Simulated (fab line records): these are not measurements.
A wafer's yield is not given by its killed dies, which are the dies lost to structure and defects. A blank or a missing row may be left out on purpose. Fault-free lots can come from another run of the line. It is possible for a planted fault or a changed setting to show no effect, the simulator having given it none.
Which tool was responsible? ; flow gf180mcu ; 12 lots with 36 wafers sampled at 6 steps, on a route of 602 steps

== WHAT THE GAUGES SHOWED, per wafer ==
GF_V5_RS_MEAS_24: measurement is done with a four-point probe.
lot;measured;on;V5_W_RS (ohm/sq)
L267;day 27 08:44;film_metro-01;0.326 0.335 0.326
L268;day 27 20:39;film_metro-03;0.330 0.326 0.332
L269;day 28 00:26;film_metro-03;0.332 0.325 0.325
L270;day 28 13:41;film_metro-03;0.321 0.332 0.323
L272;day 28 22:12;film_metro-01;0.310 0.333 0.333
L282;day 32 03:26;film_metro-03;0.332 0.338 0.330
L283;day 32 07:28;film_metro-04;0.335 0.328 0.328
L286;day 32 18:07;film_metro-03;0.335 0.328 0.336
L287;day 32 22:16;film_metro-03;0.322 0.324 0.327
L288;day 33 03:37;film_metro-04;0.327 0.335 0.336
L289;day 33 07:29;film_metro-03;0.332 0.332 0.332
L290;day 33 10:20;film_metro-03;0.330 0.322 0.324

GF_V5_THK_MEAS_25: measures by xrf.
lot;measured;on;V5_W_THK (nm)
L267;day 27 08:51;film_metro-01;356 344 355
L268;day 27 20:46;film_metro-03;351 356 347
L269;day 28 00:32;film_metro-03;347 354 353
L270;day 28 13:49;film_metro-03;360 347 358
L272;day 28 22:18;film_metro-01;376 351 350
L282;day 32 03:33;film_metro-03;347 342 347
L283;day 32 07:35;film_metro-04;349 353 353
L286;day 32 18:14;film_metro-03;344 353 345
L287;day 32 22:23;film_metro-03;359 356 354
L288;day 33 03:43;film_metro-04;352 342 343
L289;day 33 07:37;film_metro-03;345 344 345
L290;day 33 10:26;film_metro-03;344 355 353

GF_TOP_METAL_CD_MEAS_14 targets a cd of 440 nm.
lot;measured;on;cd_nm (nm)
L267;day 28 05:07;cd_sem-02;438.8 441.5 440.9
L268;day 28 16:34;cd_sem-02;433.8 436.0 433.6
L269;day 28 19:58;cd_sem-02;436.8 437.8 439.7
L270;day 29 09:26;cd_sem-01;439.1 438.3 439.7
L272;day 29 17:52;cd_sem-02;440.5 438.9 441.5
L282;day 32 20:38;cd_sem-01;441.3 441.7 442.0
L283;day 33 00:40;cd_sem-02;443.5 443.0 442.7
L286;day 33 11:02;cd_sem-02;439.9 440.9 442.1
L287;day 33 14:50;cd_sem-02;434.5 434.9 437.0
L288;day 33 20:36;cd_sem-01;439.9 439.5 441.2
L289;day 34 00:41;cd_sem-02;438.6 436.2 439.8
L290;day 34 02:37;cd_sem-02;439.7 436.6 439.2

GF_TOP_METAL_OVL_MEAS_15.
lot;measured;on;TOP_METAL_OVL (nm)
L267;day 28 05:14;overlay-01;-1.4 0.9 -0.4
L268;day 28 16:41;overlay-02;2.0 0.3 1.7
L269;day 28 20:03;overlay-01;2.6 0.1 1.0
L270;day 29 09:33;overlay-01;-0.4 -0.3 -0.2
L272;day 29 17:58;overlay-01;1.4 0.6 0.9
L282;day 32 20:45;overlay-01;-1.8 -2.0 -1.8
L283;day 33 00:47;overlay-01;1.7 1.9 1.0
L286;day 33 11:09;overlay-01;0.5 -0.1 0.2
L287;day 33 14:57;overlay-01;3.5 0.8 1.6
L288;day 33 20:43;overlay-02;-0.1 0.5 0.9
L289;day 34 00:48;overlay-01;-3.6 -2.9 -2.0
L290;day 34 02:43;overlay-01;1.3 0.2 -0.3

GF_PASSIVATION_THK_MEAS_01.
lot;measured;on;PASSIVATION_CVD_00_THK (nm)
L267;day 28 06:05;film_metro-01;978 994 1009
L268;day 28 17:34;film_metro-02;997 1016 1014
L269;day 28 21:06;film_metro-04;994 1018 1012
L270;day 29 10:23;film_metro-01;1011 999 1030
L272;day 29 18:49;film_metro-01;999 1005 1022
L282;day 32 21:38;film_metro-02;978 992 1011
L283;day 33 01:43;film_metro-02;1010 1011 1010
L286;day 33 11:59;film_metro-01;1010 984 1033
L287;day 33 15:47;film_metro-01;999 979 997
L288;day 33 21:34;film_metro-01;984 1012 1011
L289;day 34 01:50;film_metro-04;992 1010 993
L290;day 34 03:46;film_metro-02;1001 1019 1006

== WHICH TOOL RAN EACH LOT (tool, then ch and the chambers of the sampled wafers, then the start) ==
lot;GF_V5_CVD_23
L267;cvd_w-01 ch 0,1, day 27 08:37
L268;cvd_w-01 ch 0,1, day 27 20:32
L269;cvd_w-02 ch 0,1, day 28 00:19
L270;cvd_w-02 ch 0,1, day 28 13:35
L272;cvd_w-02 ch 0,1, day 28 22:05
L282;cvd_w-01 ch 0,1, day 32 03:19
L283;cvd_w-01 ch 0,1, day 32 07:21
L286;cvd_w-01 ch 0,1, day 32 18:01
L287;cvd_w-02 ch 0,1, day 32 22:10
L288;cvd_w-01 ch 0,1, day 33 03:29
L289;cvd_w-02 ch 1, day 33 07:23
L290;cvd_w-01 ch 0,1, day 33 10:14
- GF_V5_CVD_23: deposits W, target thk 350 nm, time 104.9 s.

== WHAT THE TOOLS THEMSELVES READ (means of the sampled wafers that have a number; where no wafer has one, the mark that the record gives instead) ==
GF_V5_CVD_23.
lot;tool;heater_power_w (W)
L267;cvd_w-01;829
L268;cvd_w-01;855
L269;cvd_w-02;885
L270;cvd_w-02;879
L272;cvd_w-02;892
L282;cvd_w-01;833
L283;cvd_w-01;847
L286;cvd_w-01;878
L287;cvd_w-02;888
L288;cvd_w-01;859
L289;cvd_w-02;886
L290;cvd_w-01;843

== THE ANSWER, worked out from the rows above alone ==
Rule: the usual values come from the lots themselves. Put in order of their means at a reading, lots are off if they are a third of the lots or fewer, leave a main group of 4 or more, and stand apart from it by a gap of 3 or more times the standard deviation of the main group's means; of several such gaps the widest counts. A main group whose means are all the same, to the digits that the tables above print for the reading, isn't used. A lot without any number at a reading at which 4 lots or more have one is off too. The other lots that the step has rows for count as sound. After the gauges, taken in route order, come the tools' own readings; for these a lot's mean is taken, as printed above. At the first step where some lot is off, the reading lying furthest off is the one used; lots without a number count as furthest.
No lot is off on any of the readings shown, so nothing can be concluded from this.

== WHAT HAD BEEN PUT IN BY THE SIMULATOR ==
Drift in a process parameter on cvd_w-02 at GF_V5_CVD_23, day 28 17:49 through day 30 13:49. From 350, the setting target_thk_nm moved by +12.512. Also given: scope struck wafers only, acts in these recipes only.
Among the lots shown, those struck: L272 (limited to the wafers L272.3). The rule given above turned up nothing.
